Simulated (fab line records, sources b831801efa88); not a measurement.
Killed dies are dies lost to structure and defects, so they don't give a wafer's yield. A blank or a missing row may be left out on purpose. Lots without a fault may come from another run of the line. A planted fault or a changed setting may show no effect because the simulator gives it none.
fab line records | flow sky130
record lots=24 wafers=72 last_day=50
route steps=708 shown FIELD_ISO@18 VT_ADJUST_HVTR@141 LI_CONTACT@376 METAL1@438 VIA1@474
lots that met no fault: from a run of the same line without faults
start_h: hours from the record's first day to the start of the lot's first wafer shown | wait_h: hours since the lot's step before | " the same as in the row above | L1.1+2: a row that stands for several wafers | - no value, or no start given | * or withheld: withheld | < > ~ a bound
route shown NAME@n: a module of which the file shows steps, and the number in the route of the first | usual: mean/standard deviation of fault-free wafers | same: alike in all rows | chamber/n: place in a boat | sites: the reading at each site | _std_site: their standard deviation | _edge_site: outer sites' mean less inner sites' | radius_mm: how far each site lies from the wafer's centre | mask NAME#n: copy n | behind: the tool/chamber that last shaped the wafer | hold: why the lot was held/for how many hours/how that ended | device: the transistor (n, p or np) that didn't switch | end of line: the same wafers' tests at the end of the route | a step without rows: its recipe alone | killed: dies lost to structure and defects at the first sort, not the wafer's yield | map: a wafer's dies, x killed, . not, _ none there
set.NAME: the setting as run; set.NAME@STEP: as run at that earlier step | model.NAME: the simulator's own value behind a step, which no gauge read
steps of the route over a sample of lots; a table a step, a row a wafer
services: from which hour (start_h, from the record's first day; less than 0 if before it) a tool's chamber was out of use, for how many hours, and why
## steps
# step SKY_FIELD_ISO_ETCH_17
# recipe target_depth_a=3420 mask_material=Si3N4 chemistry=HBr/Cl2/O2 target=Si taper_deg=5 icp_w=600 bias_w=150 pressure_mtorr=15 HBr_flow_sccm=150 Cl2_flow_sccm=40 O2_flow_sccm=6 time_s=97.7
# usual drypump_motor_current_A=5.5/0.32 oes_product_au=1.004/0.011 throttle_valve_pct=25.654/0.012
# columns lot.wafer tool chamber start_h wait_h drypump_motor_current_A oes_product_au rf_hours_counter_h throttle_valve_pct
L074.3 rie_si-01 0 28.16 0.0 5.8 0.993 2 25.666
L074.4 " 2 " " 5.8 1.012 108 25.659
L074.5 " 1 " " 6.3 0.988 - 25.671
L075.3 rie_si-02 1 34.01 0.0 5.6 1.020 130 25.664
L075.4 " 3 " " 5.3 0.993 - 25.649
L075.6 " 2 " " 5.3 1.001 - 25.651
L076.1 rie_si-02 3 39.51 0.1 5.3 1.008 1 25.661
L076.3 " 2 " " 5.3 0.998 82 25.637
L076.6 " 1 " " 5.6 1.023 - 25.653
L077.1 rie_si-02 2 44.87 0.1 5.3 1.001 82 25.659
L077.3 " 3 " " 5.2 1.002 1 25.651
L077.5 " 1 " " 5.6 1.026 - 25.646
L078.1 rie_si-02 3 50.16 0.1 5.2 1.004 1 25.641
L078.5 " 3 " " 5.2 1.015 - 25.642
L078.6 " 2 " " 5.3 1.001 - 25.646
L079.1 rie_si-02 2 55.27 0.1 5.3 1.010 83 25.654
L079.5 " 3 " " 5.3 1.012 - 25.666
L079.6 " 2 " " 5.3 0.998 - 25.677
L080.1 rie_si-02 1 59.77 0.1 5.6 1.009 131 25.628
L080.3 " 2 " " 5.3 0.994 83 25.647
L080.6 " 3 " " 5.3 1.004 - 25.632
L081.2 rie_si-01 0 65.16 0.1 5.8 0.976 2 25.672
L081.4 " 1 " " 6.2 0.986 74 25.670
L081.6 " 3 " " 5.0 0.991 - 25.667
L082.1 rie_si-02 3 74.91 0.1 5.3 1.015 1 25.653
L082.2 " 2 " " 5.3 0.994 83 25.665
L082.3 " 1 " " 5.6 1.020 131 25.643
L083.1 rie_si-02 2 79.46 0.1 5.3 0.991 83 25.672
L083.3 " 1 " " 5.7 1.009 131 25.623
L083.6 " 3 " " 5.3 1.008 - 25.651
L084.2 rie_si-01 3 83.31 0.1 5.1 0.990 1 25.656
L084.4 " 0 " " 5.9 0.984 2 25.650
L084.5 " 0 " " 5.9 0.979 - 25.664
L085.4 rie_si-02 0 85.86 0.0 5.4 1.013 36 25.658
L085.5 " 3 " " 5.3 1.014 - 25.643
L085.6 " 2 " " 5.3 1.000 - 25.639
L086.3 rie_si-01 0 91.71 0.0 5.9 0.990 2 25.673
L086.4 " 2 " " 5.8 0.998 108 25.652
L086.6 " 1 " " 6.3 0.990 - 25.664
L087.1 rie_si-01 3 96.01 0.1 5.0 0.993 1 25.661
L087.4 " 0 " " 5.9 1.003 2 25.658
L087.6 " 3 " " 5.0 0.998 - 25.657
L088.1 rie_si-02 2 103.16 0.1 5.3 0.990 83 25.663
L088.2 " 3 " " 5.3 0.998 2 25.654
L088.3 " 0 " " 5.4 1.006 37 25.653
L089.2 rie_si-02 3 107.21 0.1 5.3 1.007 2 25.664
L089.4 " 2 " " 5.3 0.998 83 25.648
L089.6 " 3 " " 5.3 1.002 - 25.643
L090.1 rie_si-02 2 111.51 0.1 5.3 0.998 83 25.662
L090.2 " 3 " " 5.3 0.998 2 25.646
L090.4 " 0 " " 5.4 1.012 37 25.667
L091.2 rie_si-01 1 117.76 0.1 6.3 0.991 74 25.644
L091.3 " 3 " " 5.1 1.004 1 25.647
L091.5 " 0 " " 5.8 0.991 - 25.678
L092.1 rie_si-01 1 123.97 0.1 6.3 1.001 75 25.648
L092.5 " 1 " " 6.3 1.000 - 25.658
L092.6 " 0 " " 5.8 1.010 - 25.650
L093.1 rie_si-02 0 127.96 0.1 5.4 1.012 37 25.652
L093.4 " 2 " " 5.3 0.995 83 25.666
L093.5 " 1 " " 5.6 1.011 - 25.652
L094.2 rie_si-02 1 135.22 0.1 5.6 1.022 132 25.632
L094.4 " 2 " " 5.3 0.995 83 25.658
L094.5 " 2 " " 5.3 0.990 - 25.665
L095.1 rie_si-02 3 138.62 0.1 5.3 1.003 2 25.650
L095.3 " 1 " " 5.6 1.025 132 25.631
L095.6 " 1 " " 5.6 1.020 - 25.639
L096.3 rie_si-02 3 144.62 0.0 5.3 1.003 2 25.645
L096.4 " 2 " " 5.3 0.994 84 25.664
L096.6 " 2 " " 5.3 0.998 - 25.652
L097.4 rie_si-01 3 149.86 0.0 5.0 0.999 2 25.670
L097.5 " 2 " " 5.8 1.018 - 25.646
L097.6 " 1 " " 6.3 0.990 - 25.666
# step SKY_VT_ADJUST_HVTR_STRIP_10
# recipe chemistry=O2/N2 power_w=1400 pressure_mtorr=1500 platen_temp_c=withheld o2_flow_sccm=3000 n2_flow_sccm=300 overash_fraction=0.5
# usual drypump_motor_current_A=5.4/0.44 o2_flow_sccm=2999/8.6 oes_product_au=0.715/0.0045 strip_time_to_endpoint_s=14.17/0.041
# columns lot.wafer tool chamber start_h wait_h drypump_motor_current_A o2_flow_sccm oes_product_au rf_hours_counter_h strip_time_to_endpoint_s
L074.3 plasma_asher-02 1 205.55 0.1 6.2 2982 0.710 - 14.17
L074.4 " 0 " " 6.0 3001 0.713 - 14.12
L074.5 " 1 " " 6.2 3004 0.721 - 14.13
L075.3 plasma_asher-03 1 210.15 0.1 5.5 2994 0.709 - 14.16
L075.4 " 0 " " 4.8 3004 0.710 - 14.16
L075.6 " 1 " " 5.5 3003 0.714 - 14.15
L076.1 plasma_asher-03 0 217.56 0.1 4.8 2998 0.714 54 14.17
L076.3 " 0 " " 4.8 3010 0.710 - 14.15
L076.6 " 0 " " 4.8 3002 0.717 - 14.18
L077.1 plasma_asher-03 1 235.41 0.1 5.5 2996 0.720 55 14.14
L077.3 " 0 " " 4.8 2998 0.714 - 14.13
L077.5 " 1 " " 5.5 3002 0.717 - 14.16
L078.1 plasma_asher-03 0 246.69 0.1 4.8 2999 0.716 57 14.18
L078.5 " 0 " " 4.8 3015 0.712 - 14.19
L078.6 " 1 " " 5.5 2999 0.715 - 14.19
L079.1 plasma_asher-04 1 251.34 0.1 5.6 3018 0.725 57 14.20
L079.5 " 1 " " 5.6 3013 0.718 - 14.25
L079.6 " 0 " " 5.3 2985 0.718 - 14.24
L080.1 plasma_asher-03 1 253.86 0.1 5.5 2989 0.716 57 14.21
L080.3 " 0 " " 4.8 2997 0.717 - 14.18
L080.6 " 0 " " 4.8 3000 0.712 - 14.18
L081.2 plasma_asher-04 1 261.44 0.1 5.6 3005 0.725 58 14.20
L081.4 " 1 " " 5.6 2988 0.710 - 14.17
L081.6 " 1 " " 5.6 3003 0.718 - 14.13
L082.1 plasma_asher-03 0 268.31 0.1 4.8 3006 0.716 59 14.13
L082.2 " 1 " " 5.5 3011 0.716 59 14.11
L082.3 " 0 " " 4.8 2990 0.723 - 14.14
L083.1 plasma_asher-03 1 280.16 0.1 5.5 2997 0.713 60 14.20
L083.3 " 1 " " 5.5 2993 0.723 - 14.22
L083.6 " 1 " " 5.5 2985 0.710 - 14.16
L084.2 plasma_asher-02 0 282.11 0.1 6.0 2996 0.717 50 14.21
L084.4 " 0 " " 6.0 3009 0.713 - 14.19
L084.5 " 1 " " 6.1 2986 0.717 - 14.22
L085.4 plasma_asher-02 1 284.33 0.1 6.1 3001 0.719 - 14.14
L085.5 " 1 " " 6.1 2993 0.716 - 14.17
L085.6 " 0 " " 5.9 2996 0.710 - 14.14
L086.3 plasma_asher-03 1 297.68 0.1 5.5 2998 0.717 - 14.18
L086.4 " 0 " " 4.8 2996 0.725 - 14.18
L086.6 " 0 " " 4.8 2992 0.719 - 14.20
L087.1 plasma_asher-03 1 302.29 0.1 5.5 2997 0.711 62 14.08
L087.4 " 1 " " 5.5 2996 0.709 - 14.13
L087.6 " 1 " " 5.5 3002 0.710 - 14.11
L088.1 plasma_asher-03 0 313.30 0.1 4.8 2996 0.715 64 14.12
L088.2 " 1 " " 5.5 3015 0.719 64 14.19
L088.3 " 0 " " 4.8 2990 0.716 - 14.19
L089.2 plasma_asher-03 0 319.01 0.1 4.8 3004 0.718 64 14.26
L089.4 " 0 " " 4.8 2999 0.719 - 14.27
L089.6 " 0 " " 4.8 3012 0.714 - 14.23
L090.1 plasma_asher-03 1 325.96 0.1 5.5 2996 0.715 65 14.18
L090.2 " 0 " " 4.8 2999 0.716 65 14.23
L090.4 " 0 " " 4.8 3007 0.720 - 14.18
L091.2 plasma_asher-04 0 334.45 0.1 5.3 2992 0.714 65 14.18
L091.3 " 0 " " 5.3 2997 0.714 - 14.19
L091.5 " 1 " " 5.6 2994 0.716 - 14.14
L092.1 plasma_asher-04 0 341.50 0.1 5.3 2998 0.710 66 14.13
L092.5 " 1 " " 5.6 2988 0.717 - 14.16
L092.6 " 0 " " 5.3 3006 0.715 - 14.17
L093.1 plasma_asher-04 0 342.21 0.1 5.3 3006 0.718 66 14.23
L093.4 " 0 " " 5.3 3008 0.719 - 14.21
L093.5 " 0 " " 5.3 3007 0.720 - 14.19
L094.2 plasma_asher-03 1 358.15 0.1 5.5 3004 0.720 68 14.15
L094.4 " 1 " " 5.5 3005 0.718 - 14.18
L094.5 " 0 " " 4.8 2999 0.721 - 14.20
L095.1 plasma_asher-02 1 366.49 0.1 6.1 3000 0.715 59 14.20
L095.3 " 0 " " 6.1 2994 0.712 - 14.23
L095.6 " 0 " " 6.0 3015 0.711 - 14.24
L096.3 plasma_asher-04 1 370.58 0.1 5.6 2981 0.716 - 14.21
L096.4 " 0 " " 5.3 2988 0.712 - 14.15
L096.6 " 1 " " 5.6 2995 0.718 - 14.19
L097.4 plasma_asher-04 0 375.88 0.1 5.3 2992 0.719 - 14.17
L097.5 " 0 " " 5.3 2995 0.714 - 14.16
L097.6 " 1 " " 5.7 2996 0.711 - 14.14
# step SKY_LI_CONTACT_ETCH_14
# recipe chemistry=N2/H2 target=BARC ion_energy_ev=200 source_w=500 bias_w=100 pressure_mtorr=30 n2_flow_sccm=100 h2_flow_sccm=200 stop_on=SiO2 time_s=45.9 target_depth_a=600
# usual drypump_motor_current_A=5.8/0.46 h2_flow_sccm=199.9/0.56 oes_product_au=0.855/0.0044 throttle_valve_pct=13.224/0.0089
# columns lot.wafer tool chamber start_h wait_h drypump_motor_current_A h2_flow_sccm oes_product_au rf_hours_counter_h throttle_valve_pct
L074.3 rie_diel-01 2 677.24 0.0 6.1 200.6 0.854 12 13.200
L074.4 " 1 " " 5.6 199.9 0.855 9 13.223
L074.5 " 0 " " 5.6 200.2 0.857 - 13.234
L075.3 rie_diel-02 3 678.40 0.0 5.0 200.1 0.859 10 13.222
L075.4 " 3 " " 5.0 199.4 0.855 - 13.223
L075.6 " 2 " " 5.7 199.6 0.856 - 13.221
L076.1 rie_diel-03 3 690.84 0.0 5.9 200.7 0.855 1 13.208
L076.3 " 1 " " 6.4 200.4 0.860 21 13.243
L076.6 " 1 " " 6.4 198.9 0.856 - 13.223
L077.1 rie_diel-03 3 712.01 0.0 5.9 199.5 0.847 2 13.229
L077.3 " 0 " " 6.6 199.7 0.855 6 13.226
L077.5 " 0 " " 6.6 199.9 0.851 - 13.231
L078.1 rie_diel-01 0 728.01 0.0 5.6 199.2 0.849 20 13.222
L078.5 " 3 " " 5.5 199.4 0.850 - 13.227
L078.6 " 0 " " 5.6 200.4 0.856 - 13.220
L079.1 rie_diel-02 0 730.76 0.0 6.5 199.5 0.851 18 13.222
L079.5 " 2 " " 5.7 200.6 0.846 - 13.228
L079.6 " 1 " " 5.4 201.6 0.858 - 13.212
L080.1 rie_diel-01 2 734.11 0.0 6.1 200.3 0.848 13 13.232
L080.3 " 3 " " 5.5 201.0 0.856 7 13.230
L080.6 " 3 " " 5.5 199.7 0.864 - 13.235
L081.2 rie_diel-03 2 745.14 0.0 5.8 200.4 0.856 3 13.233
L081.4 " 3 " " 5.9 200.6 0.854 3 13.218
L081.6 " 1 " " 6.4 199.5 0.851 - 13.235
L082.1 rie_diel-02 0 756.85 0.0 6.5 199.3 0.863 19 13.232
L082.2 " 2 " " 5.7 200.0 0.857 7 13.221
L082.3 " 3 " " 5.1 200.0 0.854 12 13.211
L083.1 rie_diel-02 0 762.86 0.0 6.5 199.1 0.859 19 13.206
L083.3 " 1 " " 5.4 200.2 0.856 2 13.217
L083.6 " 1 " " 5.4 199.5 0.851 - 13.206
L084.2 rie_diel-03 0 765.55 0.0 6.5 200.7 0.854 7 13.220
L084.4 " 1 " " 6.4 200.3 0.855 23 13.232
L084.5 " 2 " " 5.8 200.9 0.859 - 13.221
L085.4 rie_diel-02 3 786.28 0.0 5.1 200.0 0.859 - 13.213
L085.5 " 1 " " 5.4 200.2 0.852 - 13.220
L085.6 " 0 " " 6.5 199.7 0.854 - 13.245
L087.1 rie_diel-01 3 786.75 0.0 5.5 199.0 0.854 8 13.233
L087.4 " 2 " " 6.1 200.0 0.851 14 13.224
L087.6 " 3 " " 5.5 198.6 0.852 - 13.230
L086.3 rie_diel-01 2 788.00 0.0 6.1 199.5 0.850 14 13.215
L086.4 " 3 " " 5.5 200.7 0.855 8 13.238
L086.6 " 2 " " 6.1 200.3 0.852 - 13.212
L088.1 rie_diel-02 0 795.55 0.0 6.5 200.0 0.847 20 13.224
L088.2 " 1 " " 5.4 199.6 0.856 3 13.230
L088.3 " 3 " " 5.1 200.2 0.847 14 13.210
L089.2 rie_diel-03 1 796.69 0.0 6.4 199.5 0.861 23 13.231
L089.4 " 2 " " 5.8 199.3 0.855 4 13.224
L089.6 " 1 " " 6.4 199.6 0.854 - 13.220
L090.1 rie_diel-03 0 803.76 0.0 6.5 199.7 0.856 8 13.237
L090.2 " 3 " " 5.9 200.4 0.850 4 13.231
L090.4 " 1 " " 6.4 199.3 0.856 24 13.223
L091.2 rie_diel-01 2 814.06 0.0 6.1 199.7 0.853 15 13.219
L091.3 " 0 " " 5.6 199.9 0.848 22 13.239
L091.5 " 0 " " 5.6 199.3 0.858 - 13.221
L092.1 rie_diel-01 2 818.56 0.0 6.1 200.5 0.859 15 13.207
L092.5 " 1 " " 5.6 201.3 0.855 - 13.226
L092.6 " 0 " " 5.6 199.7 0.856 - 13.232
L093.1 rie_diel-02 3 822.80 0.0 5.1 199.5 0.852 15 13.232
L093.4 " 1 " " 5.4 199.6 0.854 4 13.228
L093.5 " 3 " " 5.1 199.2 0.844 - 13.230
L094.2 rie_diel-01 2 838.19 0.0 6.1 199.7 0.853 16 13.229
L094.4 " 0 " " 5.6 199.5 0.854 23 13.220
L094.5 " 3 " " 5.5 200.4 0.852 - 13.215
L095.1 rie_diel-02 3 846.19 0.0 5.1 199.7 0.845 15 13.240
L095.3 " 1 " " 5.4 200.4 0.863 4 13.234
L095.6 " 0 " " 6.5 200.2 0.857 - 13.216
L096.3 rie_diel-02 1 852.06 0.0 5.4 200.1 0.857 5 13.228
L096.4 " 2 " " 5.7 199.8 0.854 10 13.222
L096.6 " 3 " " 5.1 199.3 0.858 - 13.223
L097.4 rie_diel-03 0 863.98 0.0 6.5 199.8 0.861 - 13.225
L097.5 " 3 " " 5.9 200.1 0.858 - 13.227
L097.6 " 2 " " 5.8 200.1 0.860 - 13.222
# step SKY_LI_CONTACT_SPUTTER_19
# recipe material=Ti target_thk_nm=20 chamber_pressure_pa=5 power_w=2500 substrate_temp_c=200 time_s=106.37
# usual throttle_valve_pct=29.8/1.1
# columns lot.wafer tool chamber start_h wait_h throttle_valve_pct
L074.3 pvd_sputter-03 - 677.67 0.0 31.2
L074.4 " - " " 28.9
L074.5 " - " " 31.0
L075.3 pvd_sputter-04 - 678.85 0.0 30.1
L075.4 " - " " 27.6
L075.6 " - " " 28.7
L076.1 pvd_sputter-02 - 691.28 0.0 30.2
L076.3 " - " " 29.3
L076.6 " - " " 28.5
L077.1 pvd_sputter-02 - 712.45 0.0 29.0
L077.3 " - " " 31.2
L077.5 " - " " 31.0
L078.1 pvd_sputter-02 - 728.45 0.0 29.5
L078.5 " - " " 28.3
L078.6 " - " " 29.2
L079.1 pvd_sputter-02 - 731.18 0.0 30.4
L079.5 " - " " 28.6
L079.6 " - " " 29.1
L080.1 pvd_sputter-03 - 734.53 0.0 28.8
L080.3 " - " " 31.2
L080.6 " - " " 30.1
L081.2 pvd_sputter-02 - 745.57 0.0 28.6
L081.4 " - " " 30.1
L081.6 " - " " 31.2
L082.1 pvd_sputter-03 - 757.28 0.0 31.3
L082.2 " - " " 30.0
L082.3 " - " " 28.6
L083.1 pvd_sputter-03 - 763.30 0.0 28.8
L083.3 " - " " 31.3
L083.6 " - " " 30.3
L084.2 pvd_sputter-03 - 765.99 0.0 30.2
L084.4 " - " " 31.0
L084.5 " - " " 28.7
L085.4 pvd_sputter-04 - 786.70 0.0 27.6
L085.5 " - " " 28.7
L085.6 " - " " 30.1
L087.1 pvd_sputter-02 - 787.19 0.0 28.5
L087.4 " - " " 29.7
L087.6 " - " " 28.9
L086.3 pvd_sputter-02 - 788.43 0.0 28.6
L086.4 " - " " 31.4
L086.6 " - " " 29.2
L088.1 pvd_sputter-03 - 795.98 0.0 31.4
L088.2 " - " " 31.0
L088.3 " - " " 30.1
L089.2 pvd_sputter-04 - 797.13 0.0 29.0
L089.4 " - " " 28.8
L089.6 " - " " 28.4
L090.1 pvd_sputter-04 - 804.20 0.0 28.5
L090.2 " - " " 27.6
L090.4 " - " " 30.1
L091.2 pvd_sputter-03 - 814.67 0.0 30.4
L091.3 " - " " 30.8
L091.5 " - " " 28.6
L092.1 pvd_sputter-02 - 818.98 0.0 29.0
L092.5 " - " " 29.1
L092.6 " - " " 29.5
L093.1 pvd_sputter-02 - 823.51 0.0 31.4
L093.4 " - " " 30.1
L093.5 " - " " 31.5
L094.2 pvd_sputter-03 - 838.63 0.0 28.8
L094.4 " - " " 31.2
L094.5 " - " " 30.8
L095.1 pvd_sputter-04 - 846.62 0.0 28.0
L095.3 " - " " 28.8
L095.6 " - " " 28.8
L096.3 pvd_sputter-03 - 852.49 0.0 29.7
L096.4 " - " " 31.3
L096.6 " - " " 31.3
L097.4 pvd_sputter-03 - 864.38 0.0 29.0
L097.5 " - " " 28.8
L097.6 " - " " 31.1
# step SKY_METAL1_SPUTTER_04
# recipe material=TiN target_thk_nm=70 power_w=6500 time_s=58.3 chamber_pressure_pa=0.4
# usual throttle_valve_pct=29.8/1.1
# columns lot.wafer tool chamber start_h wait_h throttle_valve_pct
L074.3 pvd_sputter-01 - 736.26 0.0 30.4
L074.4 " - " " 30.8
L074.5 " - " " 29.3
L075.3 pvd_sputter-01 - 738.22 0.0 31.0
L075.4 " - " " 30.4
L075.6 " - " " 30.9
L076.1 pvd_sputter-04 - 749.50 0.0 27.6
L076.3 " - " " 29.1
L076.6 " - " " 30.1
L077.1 pvd_sputter-01 - 770.36 0.0 29.3
L077.3 " - " " 30.9
L077.5 " - " " 30.7
L078.1 pvd_sputter-01 - 786.99 0.0 29.4
L078.5 " - " " 29.2
L078.6 " - " " 30.7
L079.1 pvd_sputter-04 - 790.06 0.0 30.4
L079.5 " - " " 28.6
L079.6 " - " " 27.7
L080.1 pvd_sputter-01 - 793.21 0.0 30.8
L080.3 " - " " 30.8
L080.6 " - " " 31.0
L081.2 pvd_sputter-01 - 803.54 0.0 29.0
L081.4 " - " " 30.8
L081.6 " - " " 29.2
L082.1 pvd_sputter-04 - 814.72 0.0 28.6
L082.2 " - " " 27.9
L082.3 " - " " 29.3
L083.1 pvd_sputter-04 - 820.83 0.0 28.8
L083.3 " - " " 27.7
L083.6 " - " " 29.0
L084.2 pvd_sputter-04 - 823.39 0.0 29.5
L084.4 " - " " 27.7
L084.5 " - " " 30.2
L085.4 pvd_sputter-04 - 843.41 0.0 28.8
L085.5 " - " " 27.7
L085.6 " - " " 28.7
L087.1 pvd_sputter-01 - 843.99 0.0 30.5
L087.4 " - " " 29.4
L087.6 " - " " 30.5
L086.3 pvd_sputter-02 - 844.30 0.0 31.8
L086.4 " - " " 30.2
L086.6 " - " " 28.6
L088.1 pvd_sputter-01 - 852.31 0.0 29.4
L088.2 " - " " 30.6
L088.3 " - " " 30.7
L089.2 pvd_sputter-01 - 854.48 0.0 29.3
L089.4 " - " " 30.5
L089.6 " - " " 30.7
L090.1 pvd_sputter-02 - 860.62 0.0 28.5
L090.2 " - " " 29.3
L090.4 " - " " 31.0
L091.2 pvd_sputter-01 - 870.91 0.0 29.2
L091.3 " - " " 31.1
L091.5 " - " " 30.8
L092.1 pvd_sputter-02 - 874.66 0.0 28.8
L092.5 " - " " 28.5
L092.6 " - " " 29.1
L093.1 pvd_sputter-01 - 879.21 0.0 30.6
L093.4 " - " " 29.2
L093.5 " - " " 30.9
L094.2 pvd_sputter-04 - 895.04 0.0 28.7
L094.4 " - " " 27.8
L094.5 " - " " 27.8
L095.1 pvd_sputter-01 - 901.34 0.0 30.5
L095.3 " - " " 29.0
L095.6 " - " " 30.7
L096.3 pvd_sputter-04 - 908.16 0.0 27.9
L096.4 " - " " 30.2
L096.6 " - " " 28.6
L097.4 pvd_sputter-01 - 919.15 0.0 31.1
L097.5 " - " " 30.9
L097.6 " - " " 30.8
# step SKY_VIA1_STRIP_16
# recipe chemistry=O2/N2 power_w=1400 pressure_mtorr=1500 platen_temp_c=withheld o2_flow_sccm=3000 n2_flow_sccm=300 overash_fraction=0.5
# usual drypump_motor_current_A=5.33/0.28 o2_flow_sccm=3002/9.5 oes_product_au=0.416/0.0052 strip_time_to_endpoint_s=4.467/0.022
# columns lot.wafer tool chamber start_h wait_h drypump_motor_current_A o2_flow_sccm oes_product_au rf_hours_counter_h strip_time_to_endpoint_s
L074.3 plasma_asher-01 0 792.13 0.1 5.55 3015 0.420 - 4.442
L074.4 " 1 " " 5.22 3012 0.407 - 4.427
L074.5 " 0 " " 5.52 2992 0.418 - 4.444
L075.3 plasma_asher-01 0 793.08 0.1 5.53 3002 0.413 - 4.470
L075.4 " 1 " " 5.22 2995 0.418 - 4.477
L075.6 " 0 " " 5.51 3003 0.412 - 4.482
L076.1 plasma_asher-03 0 804.34 0.0 4.81 3013 0.416 6 4.480
L076.3 " 0 " " 4.78 3005 0.403 - 4.448
L076.6 " 0 " " 4.80 3012 0.415 - 4.466
L077.1 plasma_asher-04 0 825.04 0.0 5.30 2999 0.420 39 4.504
L077.3 " 0 " " 5.29 3007 0.419 - 4.441
L077.5 " 0 " " 5.31 3006 0.414 - 4.482
L078.1 plasma_asher-04 1 841.58 0.0 5.62 3005 0.412 40 4.478
L078.5 " 1 " " 5.63 3002 0.419 - 4.488
L078.6 " 0 " " 5.31 2999 0.421 - 4.471
L079.1 plasma_asher-01 1 844.78 0.0 5.23 3011 0.413 69 4.448
L079.5 " 1 " " 5.22 3009 0.412 - 4.478
L079.6 " 0 " " 5.55 3001 0.420 - 4.488
L080.1 plasma_asher-03 1 847.55 0.0 5.50 2997 0.412 8 4.478
L080.3 " 0 " " 4.78 2995 0.413 - 4.452
L080.6 " 0 " " 4.78 2989 0.413 - 4.468
L081.2 plasma_asher-03 0 857.85 0.0 4.79 3023 0.418 9 4.440
L081.4 " 1 " " 5.53 3012 0.422 - 4.485
L081.6 " 1 " " 5.51 3010 0.413 - 4.468
L082.1 plasma_asher-01 0 867.69 0.0 5.54 3004 0.409 71 4.425
L082.2 " 1 " " 5.20 2999 0.415 71 4.431
L082.3 " 1 " " 5.16 3009 0.417 - 4.456
L083.1 plasma_asher-01 1 875.50 0.0 5.20 3024 0.411 72 4.514
L083.3 " 0 " " 5.54 3000 0.421 - 4.472
L083.6 " 0 " " 5.53 3002 0.418 - 4.458
L084.2 plasma_asher-03 1 876.83 0.0 5.52 3004 0.420 11 4.476
L084.4 " 1 " " 5.52 3004 0.408 - 4.461
L084.5 " 1 " " 5.51 2985 0.412 - 4.463
L085.4 plasma_asher-04 1 896.77 0.1 5.63 3007 0.420 - 4.465
L085.5 " 0 " " 5.33 2997 0.424 - 4.475
L085.6 " 1 " " 5.64 2997 0.418 - 4.440
L087.1 plasma_asher-04 1 897.43 0.0 5.63 3007 0.410 46 4.468
L087.4 " 1 " " 5.62 2988 0.415 - 4.486
L087.6 " 0 " " 5.31 2988 0.407 - 4.468
L086.3 plasma_asher-01 0 897.82 0.1 5.53 2998 0.418 - 4.468
L086.4 " 1 " " 5.19 2997 0.414 - 4.475
L086.6 " 0 " " 5.51 3007 0.415 - 4.475
L088.1 plasma_asher-03 1 905.55 0.0 5.51 3011 0.423 14 4.462
L088.2 " 0 " " 4.79 2991 0.428 14 4.430
L088.3 " 0 " " 4.78 2994 0.415 - 4.476
L089.2 plasma_asher-04 0 907.58 0.0 5.30 2989 0.416 47 4.523
L089.4 " 0 " " 5.28 3009 0.419 - 4.493
L089.6 " 0 " " 5.31 2994 0.417 - 4.461
L090.1 plasma_asher-04 0 912.94 0.0 5.29 3003 0.410 47 4.462
L090.2 " 1 " " 5.63 2994 0.408 47 4.438
L090.4 " 1 " " 5.63 3003 0.423 - 4.465
L091.2 plasma_asher-04 1 923.34 0.0 5.64 2999 0.412 48 4.463
L091.3 " 0 " " 5.31 2994 0.427 - 4.484
L091.5 " 0 " " 5.32 3005 0.408 - 4.438
L092.1 plasma_asher-03 1 927.83 0.0 5.51 3000 0.410 17 4.439
L092.5 " 1 " " 5.53 3022 0.427 - 4.447
L092.6 " 0 " " 4.80 3001 0.416 - 4.424
L093.1 plasma_asher-04 1 930.90 0.0 5.63 3006 0.411 50 4.479
L093.4 " 0 " " 5.30 2996 0.417 - 4.464
L093.5 " 1 " " 5.64 3011 0.419 - 4.537
L094.2 plasma_asher-01 1 946.60 0.0 5.22 2991 0.424 80 4.458
L094.4 " 0 " " 5.51 2999 0.408 - 4.448
L094.5 " 1 " " 5.22 2995 0.414 - 4.476
L095.1 plasma_asher-03 1 951.58 0.0 5.49 2993 0.413 20 4.503
L095.3 " 1 " " 5.49 3012 0.420 - 4.494
L095.6 " 1 " " 5.52 3008 0.413 - 4.459
L096.3 plasma_asher-04 1 959.03 0.1 5.63 3005 0.408 - 4.468
L096.4 " 0 " " 5.32 3003 0.417 - 4.484
L096.6 " 0 " " 5.31 2997 0.425 - 4.443
L097.4 plasma_asher-03 0 969.32 0.1 4.79 3004 0.417 - 4.433
L097.5 " 0 " " 4.78 2981 0.418 - 4.455
L097.6 " 1 " " 5.49 2988 0.425 - 4.457
## services
# columns tool chamber start_h hours kind
plasma_asher-03 - 20.22 4.0 pm
rie_si-02 0 26.02 57.8 repair
plasma_asher-04 - 33.82 5.7 repair
plasma_asher-03 - 142.37 0.4 repair
rie_si-02 0 212.08 5.0 repair
rie_si-02 - 219.39 2.8 pm
rie_si-02 1 238.28 4.8 repair
plasma_asher-04 - 271.91 1.8 repair
plasma_asher-04 - 320.34 2.8 pm
rie_si-02 - 325.32 0.3 repair
rie_si-02 - 373.05 0.5 repair
plasma_asher-03 - 389.21 2.8 pm
plasma_asher-04 - 390.24 4.9 repair
plasma_asher-03 - 411.87 3.5 repair
plasma_asher-03 - 414.26 3.5 repair
plasma_asher-04 - 421.25 9.0 pm
plasma_asher-04 - 423.26 0.4 repair
plasma_asher-03 - 463.72 1.2 repair
rie_si-02 - 595.71 0.3 repair
plasma_asher-04 - 700.29 14.6 pm
plasma_asher-03 - 718.22 13.1 repair
plasma_asher-03 - 733.75 9.0 pm
plasma_asher-03 - 810.69 14.6 pm
plasma_asher-03 - 956.20 0.9 repair
## key
fault none
